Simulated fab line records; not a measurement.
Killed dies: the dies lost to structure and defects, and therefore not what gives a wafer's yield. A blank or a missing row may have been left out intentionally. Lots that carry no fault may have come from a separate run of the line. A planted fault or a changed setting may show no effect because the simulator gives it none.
Problem report in the 8D (eight disciplines) form, filled by code | flow sky130 | the parts of the form that need people (team, actions taken, sign-off) are left out

== 1. WHAT IS WRONG ==
At SKY_VT_ADJUST_HVTR_CD_MEAS_07, cd nm averages 408.4 nm over 6 wafers from 2 lots, while fault-free wafers read 380.1 nm, standard deviation 2.8. Measured from the usual mean, that is +10 standard deviations.
The step: target cd 380 nm.
The first sign was on wafer L413.2 at day 11 04:46, on cd sem-01. Wafers with a number at this step in the record: 39, from 13 lots. Rule for "out", or "out of limits": more than 4 standard deviations from the usual mean. Any other wafer with a number is counted as sound.

== 2. WHAT IT IS AND WHAT IT IS NOT ==
question                    | is                     | is not
which readings at this step | cd nm                  | -
which lots                  | L413, L415             | L406, L407, L408, L420, L423, L424, L425, L426, L427, L428, L429
which wafers of those lots  | all that have a number | -
read on which gauges        | cd sem-01, cd sem-02   | -
when                        | from day 11 04:46      | up to then (9 sound wafers); but 24 sound wafers of L420, L423, L424, L425, L426, L427, L428, L429 came after

== 3. THE SUSPECTS, EACH WITH WHAT RULES IT OUT ==
Counting: a tool stays on the suspect list if, at a process step up to the reading, it processed all lots that are out and no sound lot following the first of them.
- the gauge at SKY_VT_ADJUST_HVTR_CD_MEAS_07 has been ruled out. Those wafers that are out were read across 2 gauges (cd sem-01, cd sem-02).
- litho track-03 at SKY_VT_ADJUST_HVTR_DEVELOP_06 (develop time 60 s): ruled out as a lasting fault. Sound lots L426, L428 ran on it after its first lot that is out, L413 (day 11 04:37).
Left after counting: nothing in the record.

== 4. THE CAUSE (what the simulator had put in) ==
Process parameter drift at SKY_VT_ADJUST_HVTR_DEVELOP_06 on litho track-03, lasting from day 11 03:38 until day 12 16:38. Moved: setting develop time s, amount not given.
The count ruled it out by mistake, since the rule takes a fault to strike every lot its tool runs from the start of the fault on, and this one did not do so.

== 5. SEQUENCE OF EFFECTS, ordered by route ==
One row per reading whose mean, taken over the struck wafers that have a number, lies over 3 standard deviations from the usual. Scope: only readings with a usual standard deviation given in the record; hours: median across lots of the time from each lot's start at the first step in this table that gives one to its start at this step; sigmas: change in usual standard deviations.
hours | step                          | reading | usual    | on struck wafers | change | sigmas
0     | SKY_VT_ADJUST_HVTR_CD_MEAS_07 | cd nm   | 380.1 nm | 408.4            | +28.3  | +10
Later steps that measure or inspect, where all struck wafers having a row at the step show a number for every such reading and not one has moved that far: SKY_SONOS_ONO_CD_MEAS_13, SKY_LDD_P_TW_MEAS_11.

== 6. WHAT WOULD HAVE CAUGHT IT SOONER ==
In this record the first reading out of limits at a measuring or inspecting step was taken at day 11 04:46, 1 hour after the fault began at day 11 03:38.
